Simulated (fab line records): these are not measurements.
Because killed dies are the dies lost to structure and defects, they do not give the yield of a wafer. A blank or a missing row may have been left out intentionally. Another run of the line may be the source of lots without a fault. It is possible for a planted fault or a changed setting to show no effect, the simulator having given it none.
fab line records + flow sfq_line
[record]
- lots = 14
- wafers = 42
- last_day = 91
route steps=325 shown M1@71 I1@74 M3@120 I5@238
lots that met no fault: from a run of the same line without faults
start_h: hours from the record's opening day to when the first of the lot's shown wafers began + wait_h: hours from the lot's prior step to this one + " same as the row above + L1.1+2: several wafers, shown together as one row + - value missing, or start not given + * or withheld: withheld + < > ~ a bound
route shown NAME@n: a module of which the file shows steps, and the number in the route of the first + usual: mean and standard deviation over wafers with no fault + same: alike in all rows + chamber/n: place in a boat + sites: the reading at each site + _std_site: standard deviation across them + _edge_site: inner sites' mean taken away from outer sites' mean + radius_mm: how far each site lies from the wafer's centre + mask NAME#n: copy n + behind: the last tool/chamber to shape the wafer + hold: why the lot was held/for how many hours/how that ended + device: the transistor (n, p or np) that didn't switch + end of line: tests run on the same wafers once the route is complete + a step given without rows: its recipe and nothing more + killed: dies lost to structure and defects at the first sort, not the wafer's yield + map: shows each die of a wafer: x if killed, . if not, _ if none is there
set.NAME: the setting as run; set.NAME@STEP: as run at that earlier step + model.NAME: the simulator's own value behind a step, which no gauge read
one table for each step of the route and one row for each wafer, over a sample of lots
services: from which hour (start_h, from the record's first day; less than 0 if before it) a tool's chamber was out of use, for how many hours, and why
[[steps]]
[step SFQ_TRILAYER_M1_STRIP_STRIP_043]
[recipe]
- gas = O2
- power_w = 200
- platen_temp_c = 40
- overash_fraction = 0.65
- chemistry = O2
- pressure_mtorr = 50
[usual]
- drypump_motor_current_A = 5.5/0.54
- oes_product_au = 1.003/0.0079
| lot.wafer | tool         | chamber | start_h | wait_h | drypump_motor_current_A | oes_product_au | rf_hours_counter_h |
|-----------|--------------|---------|---------|--------|-------------------------|----------------|--------------------|
| L968.1    | rie_metal-02 | 1       | 249.72  | 0.1    | 4.8                     | 1.006          | 28                 |
| L968.2    | "            | 0       | "       | "      | 5.8                     | 1.018          | 86                 |
| L968.6    | "            | 1       | "       | "      | 4.9                     | 1.005          | -                  |
| L969.1    | rie_metal-04 | 1       | 255.72  | 0.1    | 6.2                     | 1.014          | 6                  |
| L969.4    | "            | 0       | "       | "      | 5.0                     | 1.009          | -                  |
| L969.6    | "            | 1       | "       | "      | 6.2                     | 1.002          | -                  |
| L971.2    | rie_metal-04 | 1       | 270.12  | 0.1    | 6.2                     | 1.011          | 9                  |
| L971.5    | "            | 1       | "       | "      | 6.2                     | 1.007          | -                  |
| L971.6    | "            | 0       | "       | "      | 5.0                     | 1.006          | -                  |
| L973.1    | rie_metal-01 | 1       | 277.32  | 0.1    | 5.0                     | 0.996          | 33                 |
| L973.4    | "            | 1       | "       | "      | 5.0                     | 1.000          | -                  |
| L973.6    | "            | 0       | "       | "      | 5.8                     | 0.986          | -                  |
| L974.2    | rie_metal-04 | 1       | 280.92  | 0.1    | 6.2                     | 0.998          | 12                 |
| L974.3    | "            | 1       | "       | "      | 6.2                     | 1.008          | -                  |
| L974.5    | "            | 1       | "       | "      | 6.2                     | 1.008          | -                  |
| L977.1    | rie_metal-02 | 0       | 303.72  | 0.1    | 5.8                     | 1.009          | 95                 |
| L977.2    | "            | 1       | "       | "      | 4.8                     | 1.001          | 37                 |
| L977.6    | "            | 1       | "       | "      | 4.8                     | 0.999          | -                  |
| L978.4    | rie_metal-01 | 1       | 307.52  | 0.2    | 5.0                     | 1.008          | -                  |
| L978.5    | "            | 1       | "       | "      | 5.0                     | 1.015          | -                  |
| L978.6    | "            | 0       | "       | "      | 5.8                     | 0.997          | -                  |
| L980.1    | rie_metal-02 | 1       | 327.92  | 0.1    | 4.8                     | 1.005          | 41                 |
| L980.2    | "            | 0       | "       | "      | 5.8                     | 1.004          | 99                 |
| L980.5    | "            | 1       | "       | "      | 4.8                     | 1.003          | -                  |
| L979.1    | rie_metal-04 | 0       | 329.12  | 0.1    | 5.0                     | 1.003          | 77                 |
| L979.3    | "            | 0       | "       | "      | 5.0                     | 1.000          | -                  |
| L979.6    | "            | 0       | "       | "      | 5.0                     | 1.009          | -                  |
| L982.1    | rie_metal-04 | 0       | 341.18  | 0.1    | 5.0                     | 0.997          | 79                 |
| L982.2    | "            | 1       | "       | "      | 6.2                     | 0.999          | 23                 |
| L982.4    | "            | 1       | "       | "      | 6.2                     | 0.997          | -                  |
| L983.1    | rie_metal-04 | 0       | 353.12  | 0.1    | 5.0                     | 1.010          | 82                 |
| L983.3    | "            | 1       | "       | "      | 6.2                     | 1.013          | -                  |
| L983.4    | "            | 0       | "       | "      | 5.0                     | 0.995          | -                  |
| L984.1    | rie_metal-04 | 0       | 357.92  | 0.1    | 5.0                     | 0.989          | 83                 |
| L984.4    | "            | 0       | "       | "      | 5.0                     | 1.005          | -                  |
| L984.6    | "            | 0       | "       | "      | 5.1                     | 0.990          | -                  |
| L986.1    | rie_metal-01 | 1       | 376.23  | 0.1    | 5.0                     | 1.016          | 51                 |
| L986.3    | "            | 0       | "       | "      | 5.8                     | 1.002          | -                  |
| L986.6    | "            | 0       | "       | "      | 5.8                     | 0.999          | -                  |
| L991.1    | rie_metal-01 | 1       | 413.53  | 0.1    | 5.0                     | 1.015          | 59                 |
| L991.2    | "            | 0       | "       | "      | 5.9                     | 0.994          | 79                 |
| L991.4    | "            | 1       | "       | "      | 5.0                     | 1.012          | -                  |
[step SFQ_TRILAYER_I1_CMP_CMP_046]
[recipe]
- material = SiO2
- down_force_psi = 3
- platen_rpm = 60
- pad_velocity_m_s = 0.94248
[usual]
- edge_zone_pressure_frac = 1.000/0.0056
- motor_current_A = 10.2/1.4
- retaining_ring_pressure_frac = 1.000/0.0048
- time_to_endpoint_s = 217/7.4
| lot.wafer | tool   | chamber | start_h | wait_h | edge_zone_pressure_frac | motor_current_A | retaining_ring_pressure_frac | time_to_endpoint_s |
|-----------|--------|---------|---------|--------|-------------------------|-----------------|------------------------------|--------------------|
| L968.2    | cmp-01 | 3       | 252.60  | 2.1    | 1.006                   | 10.1            | 1.010                        | 207                |
| L968.1    | "      | 2       | 254.10  | 3.6    | 1.005                   | 10.5            | 0.997                        | 203                |
| L968.6    | "      | 0       | 255.10  | 4.5    | 0.998                   | 12.0            | 1.004                        | 205                |
| L969.4    | cmp-01 | 1       | 258.60  | 2.0    | 1.002                   | 7.8             | 1.002                        | 226                |
| L969.1    | "      | 0       | 260.10  | 3.6    | 1.000                   | 12.6            | 1.004                        | 216                |
| L969.6    | "      | 2       | 261.10  | 4.5    | 1.001                   | 10.4            | 0.995                        | 213                |
| L971.2    | cmp-02 | 3       | 284.59  | 13.7   | 1.001                   | 8.3             | 1.009                        | 207                |
| L971.6    | "      | 2       | 286.09  | 15.1   | 0.998                   | 11.8            | 1.002                        | 214                |
| L971.5    | "      | 3       | "       | "      | 0.998                   | 8.7             | 1.009                        | 217                |
| L973.4    | cmp-02 | 0       | 290.09  | 11.9   | 1.003                   | 10.4            | 0.995                        | 218                |
| L973.1    | "      | 3       | 291.59  | 13.5   | 0.988                   | 8.7             | 0.998                        | 216                |
| L973.6    | "      | 1       | 292.59  | 14.4   | 1.004                   | 10.8            | 0.993                        | 226                |
| L974.2    | cmp-02 | 0       | 297.09  | 15.2   | 1.002                   | 10.3            | 0.998                        | 220                |
| L974.3    | "      | 1       | "       | "      | 0.999                   | 10.2            | 0.990                        | 214                |
| L974.5    | "      | 2       | "       | "      | 1.000                   | 11.6            | 0.996                        | 225                |
| L977.2    | cmp-01 | 1       | 314.17  | 9.6    | 0.996                   | 8.0             | 1.000                        | 222                |
| L977.1    | "      | 3       | 315.17  | 10.6   | 0.997                   | 10.5            | 0.999                        | 211                |
| L977.6    | "      | 1       | 316.17  | 11.6   | 0.992                   | 7.3             | 0.994                        | 232                |
| L978.4    | cmp-02 | 0       | 321.09  | 12.9   | 0.998                   | 10.8            | 0.999                        | 216                |
| L978.6    | "      | 2       | 322.09  | 13.9   | 1.001                   | 11.7            | 1.003                        | 228                |
| L978.5    | "      | 3       | "       | "      | 0.994                   | 8.5             | 0.998                        | 223                |
| L980.2    | cmp-01 | 3       | 334.58  | 5.8    | 1.003                   | 10.2            | 1.011                        | 215                |
| L980.1    | "      | 2       | 336.08  | 7.3    | 0.999                   | 10.8            | 0.998                        | 220                |
| L980.5    | "      | 3       | "       | "      | 1.005                   | 10.5            | 0.994                        | 215                |
| L979.3    | cmp-02 | 0       | 336.09  | 6.1    | 1.001                   | 10.8            | 1.004                        | 178                |
| L979.1    | "      | 1       | "       | "      | 1.010                   | 10.1            | 1.006                        | 214                |
| L979.6    | "      | 3       | 337.59  | 7.6    | 1.002                   | 9.0             | 1.005                        | 215                |
| L982.1    | cmp-02 | 2       | 342.41  | 0.0    | 0.992                   | 11.5            | 1.012                        | 211                |
| L982.2    | "      | 3       | "       | "      | 0.998                   | 9.2             | 0.997                        | 216                |
| L982.4    | "      | 0       | "       | "      | 1.010                   | 10.7            | 1.000                        | 184                |
| L983.1    | cmp-01 | 2       | 356.08  | 2.1    | 0.994                   | 10.7            | 1.003                        | 209                |
| L983.3    | "      | 3       | "       | "      | 1.003                   | 10.5            | 0.999                        | 206                |
| L983.4    | "      | 0       | "       | "      | 1.014                   | 12.4            | 1.004                        | 211                |
| L984.1    | cmp-01 | 3       | 361.58  | 2.8    | 1.004                   | 10.3            | 0.998                        | 205                |
| L984.4    | "      | 0       | "       | "      | 0.995                   | 12.2            | 0.996                        | 214                |
| L984.6    | "      | 0       | 364.08  | 5.3    | 0.994                   | 12.6            | 0.994                        | 211                |
| L986.3    | cmp-01 | 2       | 377.98  | 0.9    | 1.012                   | 10.6            | 0.999                        | 216                |
| L986.1    | "      | 3       | "       | "      | 0.996                   | 10.0            | 1.001                        | 211                |
| L986.6    | "      | 1       | 379.48  | 2.4    | 0.994                   | 7.6             | 1.003                        | 236                |
| L991.1    | cmp-02 | 0       | 418.37  | 4.0    | 1.003                   | 10.7            | 1.002                        | 208                |
| L991.2    | "      | 1       | "       | "      | 0.991                   | 10.0            | 0.999                        | 202                |
| L991.4    | "      | 2       | "       | "      | 1.010                   | 11.8            | 1.006                        | 217                |
[step SFQ_TRILAYER_I1_METRO_MEASURE_047]
[usual]
- thk_nm = 200.0/1
| lot.wafer | tool          | chamber | start_h | wait_h | thk_nm |
|-----------|---------------|---------|---------|--------|--------|
| L968.1    | film_metro-02 | -       | 255.72  | 0.1    | 199.6  |
| L968.2    | "             | -       | "       | "      | 200.2  |
| L968.6    | "             | -       | "       | "      | 199.9  |
| L969.1    | film_metro-02 | -       | 261.72  | 0.1    | 199.4  |
| L969.4    | "             | -       | "       | "      | 200.3  |
| L969.6    | "             | -       | "       | "      | 198.3  |
| L971.2    | film_metro-03 | -       | 287.41  | 0.3    | 196.9  |
| L971.5    | "             | -       | "       | "      | 198.8  |
| L971.6    | "             | -       | "       | "      | 199.8  |
| L973.1    | film_metro-02 | -       | 293.21  | 0.1    | 200.6  |
| L973.4    | "             | -       | "       | "      | 200.6  |
| L973.6    | "             | -       | "       | "      | 200.5  |
| L974.2    | film_metro-02 | -       | 299.41  | 0.3    | 200.7  |
| L974.3    | "             | -       | "       | "      | 200.3  |
| L974.5    | "             | -       | "       | "      | 200.3  |
| L977.1    | film_metro-03 | -       | 317.29  | 0.1    | 198.9  |
| L977.2    | "             | -       | "       | "      | 200.5  |
| L977.6    | "             | -       | "       | "      | 200.5  |
| L978.4    | film_metro-03 | -       | 323.81  | 0.6    | 201.4  |
| L978.5    | "             | -       | "       | "      | 199.9  |
| L978.6    | "             | -       | "       | "      | 201.1  |
| L980.1    | film_metro-02 | -       | 337.70  | 0.1    | 200.1  |
| L980.2    | "             | -       | "       | "      | 200.6  |
| L980.5    | "             | -       | "       | "      | 199.9  |
| L979.1    | film_metro-03 | -       | 338.21  | 0.1    | 200.2  |
| L979.3    | "             | -       | "       | "      | 251.5  |
| L979.6    | "             | -       | "       | "      | 200.0  |
| L982.1    | film_metro-03 | -       | 345.53  | 0.1    | 201.0  |
| L982.2    | "             | -       | "       | "      | 198.9  |
| L982.4    | "             | -       | "       | "      | 248.9  |
| L983.1    | film_metro-03 | -       | 358.70  | 0.1    | 199.5  |
| L983.3    | "             | -       | "       | "      | 198.7  |
| L983.4    | "             | -       | "       | "      | 198.1  |
| L984.1    | film_metro-04 | -       | 364.70  | 0.1    | 199.7  |
| L984.4    | "             | -       | "       | "      | 199.2  |
| L984.6    | "             | -       | "       | "      | 199.7  |
| L986.1    | film_metro-03 | -       | 380.60  | 0.1    | 199.2  |
| L986.3    | "             | -       | "       | "      | 201.1  |
| L986.6    | "             | -       | "       | "      | 201.5  |
| L991.1    | film_metro-02 | -       | 420.99  | 0.1    | 198.6  |
| L991.2    | "             | -       | "       | "      | 199.2  |
| L991.4    | "             | -       | "       | "      | 199.5  |
[step SFQ_TRILAYER_I1_VIA_ETCH_VIA_ETCH_052]
[recipe]
- target = SiO2
- stop_on = Nb
- mask_material = PR
- taper_deg = 20
- chemistry = CHF3
- target_depth_nm = 260
- source_w = 500
- bias_w = 80
- pressure_mtorr = 30
- time_s = withheld
[usual]
- drypump_motor_current_A = 5.5/0.46
- oes_product_au = 0.854/0.0049
| lot.wafer | tool        | chamber | start_h | wait_h | drypump_motor_current_A | oes_product_au |
|-----------|-------------|---------|---------|--------|-------------------------|----------------|
| L968.1    | rie_diel-03 | 0       | 381.88  | 0.0    | 4.8                     | 0.863          |
| L968.2    | "           | 1       | "       | "      | 5.6                     | 0.853          |
| L968.6    | "           | 1       | "       | "      | 5.6                     | 0.855          |
| L969.1    | rie_diel-01 | 2       | 389.18  | 0.0    | 5.8                     | 0.854          |
| L969.4    | "           | 0       | "       | "      | 6.4                     | 0.846          |
| L969.6    | "           | 2       | "       | "      | 5.8                     | 0.851          |
| L971.2    | rie_diel-04 | 3       | 416.78  | 0.0    | 5.7                     | 0.852          |
| L971.5    | "           | 2       | "       | "      | 5.4                     | 0.857          |
| L971.6    | "           | 1       | "       | "      | 5.8                     | 0.854          |
| L973.1    | rie_diel-01 | 0       | 422.78  | 0.0    | 6.4                     | 0.854          |
| L973.4    | "           | 1       | "       | "      | 4.9                     | 0.856          |
| L973.6    | "           | 3       | "       | "      | 5.8                     | 0.860          |
| L974.2    | rie_diel-04 | 2       | 429.98  | 0.0    | 5.4                     | 0.856          |
| L974.3    | "           | 3       | "       | "      | 5.7                     | 0.858          |
| L974.5    | "           | 3       | "       | "      | 5.7                     | 0.854          |
| L977.1    | rie_diel-03 | 1       | 460.31  | 0.0    | 5.6                     | 0.849          |
| L977.2    | "           | 2       | "       | "      | 5.7                     | 0.850          |
| L977.6    | "           | 3       | "       | "      | 4.9                     | 0.850          |
| L978.4    | rie_diel-03 | 3       | 465.11  | 0.0    | 4.9                     | 0.856          |
| L978.5    | "           | 2       | "       | "      | 5.7                     | 0.852          |
| L978.6    | "           | 1       | "       | "      | 5.6                     | 0.855          |
| L980.1    | rie_diel-01 | 0       | 487.68  | 0.0    | 6.4                     | 0.861          |
| L980.2    | "           | 2       | "       | "      | 5.7                     | 0.859          |
| L980.5    | "           | 0       | "       | "      | 6.4                     | 0.844          |
| L979.1    | rie_diel-04 | 0       | 488.88  | 0.0    | 5.7                     | 0.854          |
| L979.3    | "           | 2       | "       | "      | 5.4                     | 0.979          |
| L979.6    | "           | 2       | "       | "      | 5.4                     | 0.848          |
| L982.1    | rie_diel-01 | 1       | 498.48  | 0.0    | 4.9                     | 0.853          |
| L982.2    | "           | 0       | "       | "      | 6.4                     | 0.849          |
| L982.4    | "           | 1       | "       | "      | 4.9                     | 0.972          |
| L983.1    | rie_diel-01 | 0       | 512.88  | 0.0    | 6.4                     | 0.860          |
| L983.3    | "           | 2       | "       | "      | 5.8                     | 0.845          |
| L983.4    | "           | 0       | "       | "      | 6.4                     | 0.850          |
| L984.1    | rie_diel-01 | 1       | 517.68  | 0.0    | 4.9                     | 0.852          |
| L984.4    | "           | 3       | "       | "      | 5.9                     | 0.846          |
| L984.6    | "           | 2       | "       | "      | 5.8                     | 0.852          |
| L986.1    | rie_diel-03 | 0       | 534.48  | 0.0    | 4.8                     | 0.854          |
| L986.3    | "           | 2       | "       | "      | 5.7                     | 0.842          |
| L986.6    | "           | 3       | "       | "      | 4.9                     | 0.855          |
| L991.1    | rie_diel-03 | 3       | 583.36  | 0.0    | 4.9                     | 0.853          |
| L991.2    | "           | 0       | "       | "      | 4.8                     | 0.852          |
| L991.4    | "           | 2       | "       | "      | 5.7                     | 0.852          |
[step SFQ_M3_RS_MEAS_919]
[recipe]
- thk_meas_gauge = four-point-probe
- reads = Nb_of_TRILAYER_M3_DEP_SPUTTER_073
[usual]
- M3_NB_RS = 0.892/0.011
| lot.wafer | tool          | chamber | start_h | wait_h | M3_NB_RS[ohm/sq] |
|-----------|---------------|---------|---------|--------|------------------|
| L968.1    | film_metro-01 | -       | 708.05  | 0.0    | 0.892            |
| L968.2    | "             | -       | "       | "      | 0.882            |
| L968.6    | "             | -       | "       | "      | 0.896            |
| L969.1    | film_metro-02 | -       | 724.08  | 0.0    | 0.872            |
| L969.4    | "             | -       | "       | "      | 0.888            |
| L969.6    | "             | -       | "       | "      | 0.874            |
| L971.2    | film_metro-02 | -       | 751.36  | 0.1    | 0.913            |
| L971.5    | "             | -       | "       | "      | 0.916            |
| L971.6    | "             | -       | "       | "      | 0.910            |
| L973.1    | film_metro-02 | -       | 757.34  | 0.0    | 0.907            |
| L973.4    | "             | -       | "       | "      | 0.895            |
| L973.6    | "             | -       | "       | "      | 0.889            |
| L974.2    | film_metro-01 | -       | 770.56  | 0.1    | 0.883            |
| L974.3    | "             | -       | "       | "      | 0.883            |
| L974.5    | "             | -       | "       | "      | 0.882            |
| L977.1    | film_metro-02 | -       | 792.26  | 0.0    | 0.882            |
| L977.2    | "             | -       | "       | "      | 0.893            |
| L977.6    | "             | -       | "       | "      | 0.906            |
| L978.4    | film_metro-01 | -       | 800.72  | 0.1    | 0.882            |
| L978.5    | "             | -       | "       | "      | 0.864            |
| L978.6    | "             | -       | "       | "      | 0.882            |
| L980.1    | film_metro-02 | -       | 810.58  | 0.1    | 0.885            |
| L980.2    | "             | -       | "       | "      | 0.899            |
| L980.5    | "             | -       | "       | "      | 0.886            |
| L979.1    | film_metro-02 | -       | 811.59  | 0.0    | 0.904            |
| L979.3    | "             | -       | "       | "      | 0.885            |
| L979.6    | "             | -       | "       | "      | 0.884            |
| L982.1    | film_metro-01 | -       | 822.39  | 0.0    | 0.907            |
| L982.2    | "             | -       | "       | "      | 0.888            |
| L982.4    | "             | -       | "       | "      | 0.891            |
| L983.1    | film_metro-01 | -       | 834.37  | 0.0    | 0.899            |
| L983.3    | "             | -       | "       | "      | 0.895            |
| L983.4    | "             | -       | "       | "      | 0.898            |
| L984.1    | film_metro-02 | -       | 839.15  | 0.0    | 0.906            |
| L984.4    | "             | -       | "       | "      | 0.886            |
| L984.6    | "             | -       | "       | "      | 0.887            |
| L986.1    | film_metro-02 | -       | 850.13  | 0.0    | 0.894            |
| L986.3    | "             | -       | "       | "      | 0.883            |
| L986.6    | "             | -       | "       | "      | 0.891            |
| L991.1    | film_metro-01 | -       | 899.52  | 0.0    | 0.896            |
| L991.2    | "             | -       | "       | "      | 0.899            |
| L991.4    | "             | -       | "       | "      | 0.899            |
[step SFQ_TRILAYER_I5_STRIP_STRIP_148]
[recipe]
- gas = O2
- power_w = 200
- platen_temp_c = 40
- overash_fraction = 0.65
- chemistry = O2
- pressure_mtorr = 50
[usual]
- drypump_motor_current_A = 5.3/0.48
- oes_product_au = 0.998/0.012
| lot.wafer | tool         | chamber | start_h | wait_h | drypump_motor_current_A | oes_product_au | rf_hours_counter_h |
|-----------|--------------|---------|---------|--------|-------------------------|----------------|--------------------|
| L968.1    | rie_metal-03 | 0       | 1614.90 | -      | 5.6                     | 1.006          | 14                 |
| L968.2    | "            | 1       | "       | "      | 4.9                     | 1.002          | 17                 |
| L968.6    | "            | 1       | "       | "      | 5.0                     | 0.999          | -                  |
| L969.1    | rie_metal-04 | 1       | 1618.94 | -      | 6.1                     | 0.997          | 47                 |
| L969.4    | "            | 1       | "       | "      | 6.2                     | 1.000          | -                  |
| L969.6    | "            | 0       | "       | "      | 5.0                     | 1.010          | -                  |
| L971.2    | rie_metal-02 | 1       | 1653.90 | -      | 4.8                     | 0.980          | 69                 |
| L971.5    | "            | 1       | "       | "      | 4.8                     | 0.974          | -                  |
| L971.6    | "            | 0       | "       | "      | 5.8                     | 1.015          | -                  |
| L973.1    | rie_metal-02 | 0       | 1659.90 | -      | 5.8                     | 1.008          | 124                |
| L973.4    | "            | 0       | "       | "      | 5.8                     | 1.006          | -                  |
| L973.6    | "            | 1       | "       | "      | 4.8                     | 0.984          | -                  |
| L974.2    | rie_metal-02 | 1       | 1673.42 | -      | 4.8                     | 0.976          | -                  |
| L974.3    | "            | 1       | "       | "      | 4.8                     | 0.990          | -                  |
| L974.5    | "            | 1       | "       | "      | 4.8                     | 0.993          | -                  |
| L977.1    | rie_metal-03 | 0       | 1694.82 | -      | 5.6                     | 1.002          | 23                 |
| L977.2    | "            | 1       | "       | "      | 4.9                     | 0.991          | 24                 |
| L977.6    | "            | 1       | "       | "      | 4.9                     | 0.992          | -                  |
| L978.4    | rie_metal-02 | 1       | 1715.58 | -      | 4.8                     | 0.984          | -                  |
| L978.5    | "            | 1       | "       | "      | 4.8                     | 0.993          | -                  |
| L978.6    | "            | 0       | "       | "      | 5.8                     | 1.028          | -                  |
| L980.1    | rie_metal-03 | 1       | 1717.62 | -      | 4.9                     | 1.002          | 27                 |
| L980.2    | "            | 0       | "       | "      | 5.6                     | 1.005          | 26                 |
| L980.5    | "            | 0       | "       | "      | 5.6                     | 0.998          | -                  |
| L979.1    | rie_metal-04 | 0       | 1720.02 | -      | 5.0                     | 1.001          | 93                 |
| L979.3    | "            | 0       | "       | "      | 5.0                     | 1.009          | -                  |
| L979.6    | "            | 0       | "       | "      | 5.0                     | 0.994          | -                  |
| L982.1    | rie_metal-02 | 1       | 1731.79 | -      | 4.8                     | 0.994          | 79                 |
| L982.2    | "            | 0       | "       | "      | 5.8                     | 1.012          | 5                  |
| L982.4    | "            | 1       | "       | "      | 4.8                     | 0.993          | -                  |
| L983.1    | rie_metal-03 | 1       | 1737.79 | -      | 4.9                     | 0.990          | 31                 |
| L983.3    | "            | 0       | "       | "      | 5.6                     | 0.993          | -                  |
| L983.4    | "            | 1       | "       | "      | 4.9                     | 1.000          | -                  |
| L984.1    | rie_metal-02 | 1       | 1738.99 | -      | 4.8                     | 0.987          | 81                 |
| L984.4    | "            | 1       | "       | "      | 4.8                     | 0.991          | -                  |
| L984.6    | "            | 0       | "       | "      | 5.8                     | 1.013          | -                  |
| L986.1    | rie_metal-02 | 1       | 1746.19 | -      | 4.8                     | 0.992          | 82                 |
| L986.3    | "            | 0       | "       | "      | 5.8                     | 1.017          | -                  |
| L986.6    | "            | 0       | "       | "      | 5.8                     | 1.028          | -                  |
| L991.1    | rie_metal-02 | 1       | 1781.02 | -      | 4.8                     | 0.993          | 86                 |
| L991.2    | "            | 0       | "       | "      | 5.8                     | 1.028          | 12                 |
| L991.4    | "            | 1       | "       | "      | 4.8                     | 0.998          | -                  |
[[services]]
| tool         | chamber | start_h | hours | kind   |
|--------------|---------|---------|-------|--------|
| rie_metal-02 | -       | 284.22  | 1.9   | repair |
| rie_metal-02 | -       | 332.29  | 15.6  | pm     |
| rie_metal-02 | -       | 380.20  | 2.8   | pm     |
| rie_metal-04 | -       | 381.73  | 10.0  | pm     |
| rie_metal-02 | -       | 416.16  | 0.6   | repair |
| rie_metal-02 | 0       | 425.08  | 15.7  | repair |
| rie_metal-04 | 0       | 443.86  | 2.6   | repair |
| rie_metal-02 | 1       | 548.66  | 18.9  | repair |
| rie_metal-02 | -       | 693.14  | 0.4   | repair |
| rie_metal-02 | 1       | 777.86  | 12.4  | repair |
| rie_metal-04 | -       | 780.39  | 0.8   | repair |
| rie_metal-04 | -       | 793.74  | 1.1   | repair |
| rie_metal-04 | -       | 866.13  | 0.2   | repair |
| rie_metal-02 | -       | 951.62  | 0.3   | repair |
| rie_metal-04 | -       | 954.85  | 2.8   | pm     |
| rie_metal-04 | -       | 968.28  | 1.4   | pm     |
| rie_metal-04 | 0       | 1126.82 | 15.7  | repair |
| rie_metal-02 | 0       | 1149.82 | 14.0  | repair |
| rie_metal-02 | -       | 1206.26 | 0.6   | repair |
| rie_metal-02 | 1       | 1284.58 | 5.0   | repair |
| rie_metal-02 | 1       | 1315.02 | 5.8   | repair |
| rie_metal-02 | -       | 1479.87 | 2.8   | pm     |
| rie_metal-02 | -       | 1496.50 | 0.5   | repair |
| rie_metal-02 | -       | 1624.69 | 14.6  | pm     |
[[key]]
[first_sign]
- step = SFQ_TRILAYER_I1_CMP_CMP_046
- reading = time_to_endpoint_s
- direction = down
- sigmas = 4.9
- usual = *
- struck = *
[effect]
- step = SFQ_TRILAYER_I1_METRO_MEASURE_047
- reading = thk_nm
- direction = up
- sigmas = 49
- usual = 200.0
- struck = 250.2
[effect]
- step = SFQ_TRILAYER_I1_VIA_ETCH_VIA_ETCH_052
- reading = oes_product_au
- direction = up
- sigmas = 25
- usual = 0.854
- struck = 0.976
met_at SFQ_TRILAYER_I1_CMP_CMP_046
struck_lots L979,L982
struck_wafers L979.3,L982.4
not_acting_at SFQ_TRILAYER_M1_STRIP_STRIP_043,SFQ_M3_RS_MEAS_919,SFQ_TRILAYER_I5_STRIP_STRIP_148
[fault]
- kind = process_parameter_drift
- tool = cmp-02
- chamber = 0
- onset_h = 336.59
- steps = SFQ_TRILAYER_I1_CMP_CMP_046
- channel = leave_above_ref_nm
- offset = 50
- shape = step
- end_h = 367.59
- acts_in = these_recipes_only
- stated = 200
